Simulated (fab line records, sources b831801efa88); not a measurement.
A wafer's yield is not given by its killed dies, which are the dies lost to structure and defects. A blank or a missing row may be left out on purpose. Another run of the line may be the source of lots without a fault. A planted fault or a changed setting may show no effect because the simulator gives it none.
Which tool is to blame? + flow sky130 + 12 lots, 36 wafers sampled, at 5 steps of a route of 708

## WHAT THE GAUGES SHOWED, per wafer
SKY_FIELD_ISO_BOW_MEAS_00. Usual: INCOMING_BOW gives 0 um (standard deviation 6.5).
| lot  | measured    | on            | INCOMING_BOW (um) | flag |
|------|-------------|---------------|-------------------|------|
| L619 | day 1 15:04 | film-metro-03 | 8 7 -3            |      |
| L620 | day 1 20:00 | film-metro-03 | 4 -11 -3          |      |
| L621 | day 2 01:00 | film-metro-04 | -3 3 3            |      |
| L622 | day 2 06:01 | film-metro-03 | -2 -7 0           |      |
| L624 | day 2 16:00 | film-metro-04 | -17 2 -1          |      |
| L625 | day 2 21:02 | film-metro-03 | 3 4 8             |      |
| L627 | day 3 07:01 | film-metro-03 | -4 8 0            |      |
| L629 | day 3 17:01 | film-metro-03 | -5 -12 2          |      |
| L630 | day 3 22:01 | film-metro-04 | -15 16 11         |      |
| L631 | day 4 03:00 | film-metro-03 | 7 0 -10           |      |
| L632 | day 4 08:00 | film-metro-03 | 4 -5 -2           |      |
| L640 | day 6 00:00 | film-metro-04 | -4 2 7            |      |

SKY_VT_ADJUST_HVTP_CD_MEAS_07 targets a cd of 380 nm. Usual: 379.7 nm for cd-nm, sd 2.6.
| lot  | measured     | on        | cd-nm (nm)        | flag |
|------|--------------|-----------|-------------------|------|
| L619 | day 6 09:24  | cd-sem-01 | 380.6 379.5 379.3 |      |
| L620 | day 6 13:04  | cd-sem-01 | 382.6 382.1 381.6 |      |
| L621 | day 6 18:07  | cd-sem-01 | 381.4 377.5 377.1 |      |
| L622 | day 7 03:07  | cd-sem-01 | 380.0 382.6 380.4 |      |
| L624 | day 7 17:19  | cd-sem-02 | 374.7 372.8 375.4 |      |
| L625 | day 7 21:36  | cd-sem-01 | 382.1 381.2 382.4 |      |
| L627 | day 8 10:43  | cd-sem-02 | 382.3 381.8 383.4 |      |
| L629 | day 9 00:07  | cd-sem-01 | 381.9 379.5 381.9 |      |
| L630 | day 9 05:16  | cd-sem-02 | 382.6 383.0 381.5 |      |
| L631 | day 9 15:59  | cd-sem-02 | 379.7 380.8 380.3 |      |
| L632 | day 9 19:07  | cd-sem-01 | 382.6 382.7 381.1 |      |
| L640 | day 11 21:50 | cd-sem-01 | 380.1 379.8 380.5 |      |

SKY_VT_ADJUST_HVTP_OVL_MEAS_08. Usual: VT_ADJUST_HVTP_OVL gives -0.3 nm (standard deviation 1.5).
| lot  | measured     | on         | VT_ADJUST_HVTP_OVL (nm) | flag |
|------|--------------|------------|-------------------------|------|
| L619 | day 6 09:29  | overlay-01 | 0.3 -0.5 -1.7           |      |
| L620 | day 6 13:11  | overlay-01 | 4.9 3.0 2.2             |      |
| L621 | day 6 18:14  | overlay-01 | -0.7 -2.3 -0.9          |      |
| L622 | day 7 03:13  | overlay-02 | -1.7 -1.6 -0.9          |      |
| L624 | day 7 17:26  | overlay-01 | -1.8 -2.3 -0.8          |      |
| L625 | day 7 21:41  | overlay-01 | -1.1 0.0 0.4            |      |
| L627 | day 8 10:49  | overlay-02 | 0.6 1.3 0.7             |      |
| L629 | day 9 00:13  | overlay-01 | -1.7 -2.6 -2.2          |      |
| L630 | day 9 05:22  | overlay-01 | 0.5 -0.7 -0.3           |      |
| L631 | day 9 16:07  | overlay-02 | -0.7 0.3 0.6            |      |
| L632 | day 9 19:14  | overlay-02 | -0.8 -0.3 -1.2          |      |
| L640 | day 11 21:58 | overlay-02 | 0.1 -1.6 -1.3           |      |

SKY_VIA2_THK_MEAS_01. Usual: VIA2_HDPCVD_THK gives 1176 nm (standard deviation 12).
| lot  | measured     | on            | VIA2_HDPCVD_THK (nm) | flag |
|------|--------------|---------------|----------------------|------|
| L619 | day 35 07:01 | film-metro-01 | 1213 1187 1185       |      |
| L620 | day 35 14:03 | film-metro-01 | 1183 1178 1169       |      |
| L621 | day 35 19:31 | film-metro-04 | 1183 1183 1188       |      |
| L622 | day 36 09:19 | film-metro-04 | 1178 1179 1172       |      |
| L624 | day 37 03:55 | film-metro-01 | 1173 1177 1182       |      |
| L625 | day 37 12:06 | film-metro-01 | 1188 1191 1191       |      |
| L627 | day 38 02:13 | film-metro-03 | 1188 1184 1175       |      |
| L629 | day 38 19:19 | film-metro-01 | 1192 1176 1180       |      |
| L630 | day 38 23:47 | film-metro-01 | 1183 1155 1165       |      |
| L631 | day 39 16:07 | film-metro-04 | 1174 1160 1172       |      |
| L632 | day 40 07:15 | film-metro-03 | 1174 1171 1116       |      |
| L640 | day 41 17:45 | film-metro-03 | 1161 1172 1112       |      |

## EACH LOT AND THE TOOL THAT RAN IT (in order: tool; ch and the chambers of the sampled wafers; start)
| lot  | SKY_VIA2_HDPCVD_00               |
|------|----------------------------------|
| L619 | hdpcvd-02 ch 0,1,2, day 35 06:56 |
| L620 | hdpcvd-01 ch 1,2, day 35 13:55   |
| L621 | hdpcvd-02 ch 0,1, day 35 19:23   |
| L622 | hdpcvd-02 ch 0,1,2, day 36 09:11 |
| L624 | hdpcvd-02 ch 0,1, day 37 03:48   |
| L625 | hdpcvd-01 ch 0,2, day 37 11:58   |
| L627 | hdpcvd-02 ch 0,1, day 38 02:05   |
| L629 | hdpcvd-01 ch 0,1, day 38 19:10   |
| L630 | hdpcvd-01 ch 1,2, day 38 23:40   |
| L631 | hdpcvd-01 ch 0,1, day 39 15:59   |
| L632 | hdpcvd-01 ch 0,1,2, day 40 07:07 |
| L640 | hdpcvd-01 ch 0,1,2, day 41 17:37 |
- SKY_VIA2_HDPCVD_00: deposits SiO2, target thk 1180 nm, time 196.7 s.

## WHAT THE TOOLS THEMSELVES READ (means of the sampled wafers that have a number; where no wafer has one, the mark that the record gives instead)
SKY_VIA2_HDPCVD_00. Usual: run-length-s 225.0 s, standard deviation 0.63; sih4-flow-sccm 59.98 sccm, standard deviation 0.19.
| lot  | tool      | run-length-s (s) | sih4-flow-sccm (sccm) | flag |
|------|-----------|------------------|-----------------------|------|
| L619 | hdpcvd-02 | 225.3            | 59.97                 |      |
| L620 | hdpcvd-01 | 224.4            | 59.81                 |      |
| L621 | hdpcvd-02 | 225.6            | 60.00                 |      |
| L622 | hdpcvd-02 | 225.4            | 59.76                 |      |
| L624 | hdpcvd-02 | 225.5            | 60.24                 |      |
| L625 | hdpcvd-01 | 225.1            | 60.00                 |      |
| L627 | hdpcvd-02 | 225.8            | 60.13                 |      |
| L629 | hdpcvd-01 | 224.5            | 59.91                 |      |
| L630 | hdpcvd-01 | 224.5            | 60.07                 |      |
| L631 | hdpcvd-01 | 224.5            | 59.99                 |      |
| L632 | hdpcvd-01 | 221.4            | 60.12                 | OFF  |
| L640 | hdpcvd-01 | 221.6            | 60.13                 | OFF  |

## THE ANSWER, worked out from the rows above alone
Rule: take the mean of a lot's wafers that have a number; if it is more than 3 standard deviations from the usual mean, the lot is off. A lot without any number at a reading at which 4 lots or more have one is off too. Where the step has rows for the other lots, those lots are counted as sound. First the gauges in route order, then the tools' own readings, where a lot's mean is used as printed above. At the first step where some lot is off, the reading lying furthest off is the one used; lots without a number count as furthest.
Off, at SKY_VIA2_HDPCVD_00 on run-length-s: L632, L640.
A tool fits if, at that step or a process step before it, it ran every lot that is off, and no sound lot after the first of them. One fits: SKY_VIA2_HDPCVD_00 on hdpcvd-01. Its last sound lot is L631 (day 39 15:59), its first lot that is off L632 (day 40 07:07): a fault that began between those two fits.
The tool's own readings at SKY_VIA2_HDPCVD_00 bear it out: on the lots that are off they differ by more than 5 times the standard deviation of the sound lots' means. run-length-s reads 221.5 s there against 225.1 s on the sound lots.

## WHAT THE SIMULATOR PUT IN
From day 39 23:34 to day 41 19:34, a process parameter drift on hdpcvd-01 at SKY_VIA2_HDPCVD_00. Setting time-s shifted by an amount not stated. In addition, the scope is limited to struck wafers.
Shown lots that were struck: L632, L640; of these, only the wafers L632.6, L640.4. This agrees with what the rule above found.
